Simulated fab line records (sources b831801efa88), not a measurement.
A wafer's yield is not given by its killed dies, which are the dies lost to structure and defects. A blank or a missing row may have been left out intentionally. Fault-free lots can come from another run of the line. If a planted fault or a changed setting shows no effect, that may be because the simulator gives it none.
Tool commonality check | flow gf180mcu | 39 wafers sampled across 13 lots

## WHY THIS WAS OPENED
Of 13 lots, 1 have the reading VT_IMPLANT_TW flagged at GF_VT_IMPLANT_TW_MEAS_10. Wafers without a fault read 565, standard deviation 5.4.
Rule: flag the lot when none of its wafers has a number, or when each of its wafers that has one lies beyond 4 standard deviations from that mean. As for the other lots, they are considered sound.

lot  | measured     | on            | VT_IMPLANT_TW, wafer by wafer | flag
L546 | day 5 20:50  | film_metro-04 | 562 563 562                   |
L547 | day 6 01:43  | film_metro-02 | 565 563 561                   |
L548 | day 6 08:58  | film_metro-04 | 562 565 563                   |
L549 | day 6 16:25  | film_metro-04 | 565 564 565                   |
L551 | day 7 04:44  | film_metro-02 | 565 565 567                   |
L552 | day 7 14:26  | film_metro-04 | 563 562 562                   |
L555 | day 8 04:31  | film_metro-04 | 30 30 30                      | FLAGGED
L562 | day 9 22:46  | film_metro-04 | 563 565 564                   |
L564 | day 10 12:16 | film_metro-04 | 559 561 559                   |
L565 | day 10 17:34 | film_metro-01 | 576 574 572                   |
L566 | day 10 23:56 | film_metro-04 | 560 559 560                   |
L567 | day 11 04:43 | film_metro-04 | 560 560 562                   |
L568 | day 11 14:01 | film_metro-01 | 573 574 573                   |
The numbers of the flagged lots are 30 on average: -535 against the usual, or -99 or more standard deviations.

## WHICH TOOL RAN EACH LOT
2 process steps preceding the reading are held in the record, out of 602 steps in the route. Read each cell as the tool, then ch plus the chambers that the sampled wafers visited, then the start.
lot  | flag    | GF_MVPSD_STRIP_10                    | GF_VT_IMPLANT_STRIP_09
L546 |         | plasma_asher-01 ch 0,1, day 5 05:55  | plasma_asher-04 ch 0,1, day 5 20:44
L547 |         | plasma_asher-02 ch 1, day 5 11:10    | plasma_asher-03 ch 1, day 6 01:37
L548 |         | plasma_asher-02 ch 0,1, day 5 18:03  | plasma_asher-03 ch 0,1, day 6 08:52
L549 |         | plasma_asher-03 ch 0,1, day 6 01:12  | plasma_asher-03 ch 0, day 6 16:19
L551 |         | plasma_asher-02 ch 0,1, day 6 13:18  | plasma_asher-01 ch 0,1, day 7 04:38
L552 |         | plasma_asher-02 ch 0,1, day 6 22:01  | plasma_asher-01 ch 0,1, day 7 14:20
L555 | FLAGGED | plasma_asher-03 ch 0,1, day 7 12:03  | plasma_asher-03 ch 0,1, day 8 04:25
L562 |         | plasma_asher-02 ch 0,1, day 9 05:31  | plasma_asher-03 ch 0,1, day 9 22:40
L564 |         | plasma_asher-02 ch 0,1, day 9 19:09  | plasma_asher-04 ch 0,1, day 10 12:10
L565 |         | plasma_asher-03 ch 0,1, day 10 00:04 | plasma_asher-04 ch 0,1, day 10 17:28
L566 |         | plasma_asher-03 ch 0,1, day 10 06:22 | plasma_asher-04 ch 0, day 10 23:50
L567 |         | plasma_asher-01 ch 0,1, day 10 11:16 | plasma_asher-01 ch 0,1, day 11 04:37
L568 |         | plasma_asher-02 ch 0,1, day 10 20:12 | plasma_asher-03 ch 0,1, day 11 13:55
These steps, and what they do:
- GF_MVPSD_STRIP_10: strips in O2/N2.
- GF_VT_IMPLANT_STRIP_09: strips in O2/N2.
- GF_VT_IMPLANT_TW_MEAS_10

## FLAGGED OVER TOTAL, TOOL BY TOOL (the gauges that took the reading come last)
step                     | tool            | lots run | flagged | share of the flagged lots | sound lots run after its first flagged lot
GF_MVPSD_STRIP_10        | plasma_asher-01 | 2        | 0       | none                      | -
GF_MVPSD_STRIP_10        | plasma_asher-02 | 7        | 0       | none                      | -
GF_MVPSD_STRIP_10        | plasma_asher-03 | 4        | 1       | all                       | 2 (L565,L566)
GF_VT_IMPLANT_STRIP_09   | plasma_asher-01 | 3        | 0       | none                      | -
GF_VT_IMPLANT_STRIP_09   | plasma_asher-03 | 6        | 1       | all                       | 2 (L562,L568)
GF_VT_IMPLANT_STRIP_09   | plasma_asher-04 | 4        | 0       | none                      | -
GF_VT_IMPLANT_TW_MEAS_10 | film_metro-01   | 2        | 0       | none                      | -
GF_VT_IMPLANT_TW_MEAS_10 | film_metro-02   | 2        | 0       | none                      | -
GF_VT_IMPLANT_TW_MEAS_10 | film_metro-04   | 9        | 1       | all                       | 4 (L562,L564,L566,L567)

## WHAT THE TABLE ALLOWS
In the table, 3 rows ran each flagged lot (plasma_asher-03 at GF_MVPSD_STRIP_10; plasma_asher-03 at GF_VT_IMPLANT_STRIP_09; film_metro-04 at GF_VT_IMPLANT_TW_MEAS_10).
- plasma_asher-03 at GF_MVPSD_STRIP_10: 1 of its 4 lots flagged. Sound lots followed the first flagged one (L565, L566) on it, something a lasting fault affecting the whole tool could not allow. Its own readings lie more than 4 standard deviations out on every wafer of the flagged lots: oes_product_au.
- plasma_asher-03 at GF_VT_IMPLANT_STRIP_09: 1 of its 6 lots flagged. Sound lots followed the first flagged one (L562, L568) on it, something a lasting fault affecting the whole tool could not allow. Its own readings lie more than 4 standard deviations out on every wafer of the flagged lots: strip_time_to_endpoint_s.
- film_metro-04 at GF_VT_IMPLANT_TW_MEAS_10: 1 of its 9 lots flagged. Sound lots followed the first flagged one (L562, L564, L566, L567) on it, something a lasting fault affecting the whole tool could not allow.
There is no row in the table that ran each flagged lot and no sound lot after the first.

## WHAT THE SIMULATOR HAD INSERTED
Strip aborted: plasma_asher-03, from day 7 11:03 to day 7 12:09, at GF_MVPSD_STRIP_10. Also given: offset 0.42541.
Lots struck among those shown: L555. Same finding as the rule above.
